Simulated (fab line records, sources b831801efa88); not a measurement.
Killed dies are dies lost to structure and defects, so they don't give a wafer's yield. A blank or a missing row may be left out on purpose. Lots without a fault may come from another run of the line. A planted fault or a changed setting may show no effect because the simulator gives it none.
One fault seen from 2 desks | flow sky130 | each desk has only its own numbers; what lay behind them comes last

THE METROLOGY DESK
What the gauges read, lot by lot, whatever tool the lot ran on: means of the sampled wafers that have a number. A lot is out of limits, marked OUT, if its mean lies more than 4 standard deviations from the usual mean; the brackets give that distance.
Columns: A = VIA2_OVL at SKY_VIA2_OVL_MEAS_13, usual 1 nm
lot  | first seen here | A
L690 | day 36 13:50    | -3
L692 | day 37 05:01    | 2
L693 | day 37 06:25    | -1
L694 | day 37 15:45    | -3
L697 | day 38 19:16    | -3
L698 | day 39 01:19    | 1
L700 | day 39 11:49    | 4
L702 | day 40 05:06    | 1
L709 | day 42 04:46    | 9
L711 | day 42 11:19    | -3
L712 | day 42 18:49    | -7
L713 | day 42 23:34    | 2
This desk's finding: nothing out of limits on any of the 12 lots.

THE TOOL OWNER'S DESK: cmp-02
The tool's own readings at SKY_VIA1_CMP_02 (polishes SiO2): means of the sampled wafers that have a number, for each lot that ran on this tool. A lot is out of limits, marked OUT, if its mean lies more than 4 standard deviations from the usual mean; the brackets give that distance.
Columns: A = edge_zone_pressure_frac at SKY_VIA1_CMP_02, usual 0.999; B = motor_current_A at SKY_VIA1_CMP_02, usual 11.2 A
lot  | first seen here | A     | B
L692 | day 33 18:57    | 0.998 | 11.1
L693 | day 33 20:22    | 0.991 | 11.4
L700 | day 36 03:40    | 0.996 | 11.1
L702 | day 36 21:17    | 1.005 | 10.7
This desk's finding: nothing out of limits on any of the 4 lots.

PUT TOGETHER
The metrology desk saw nothing out of limits.
The tool owner's desk saw nothing out of limits.

WHAT THE SIMULATOR HAD PUT IN
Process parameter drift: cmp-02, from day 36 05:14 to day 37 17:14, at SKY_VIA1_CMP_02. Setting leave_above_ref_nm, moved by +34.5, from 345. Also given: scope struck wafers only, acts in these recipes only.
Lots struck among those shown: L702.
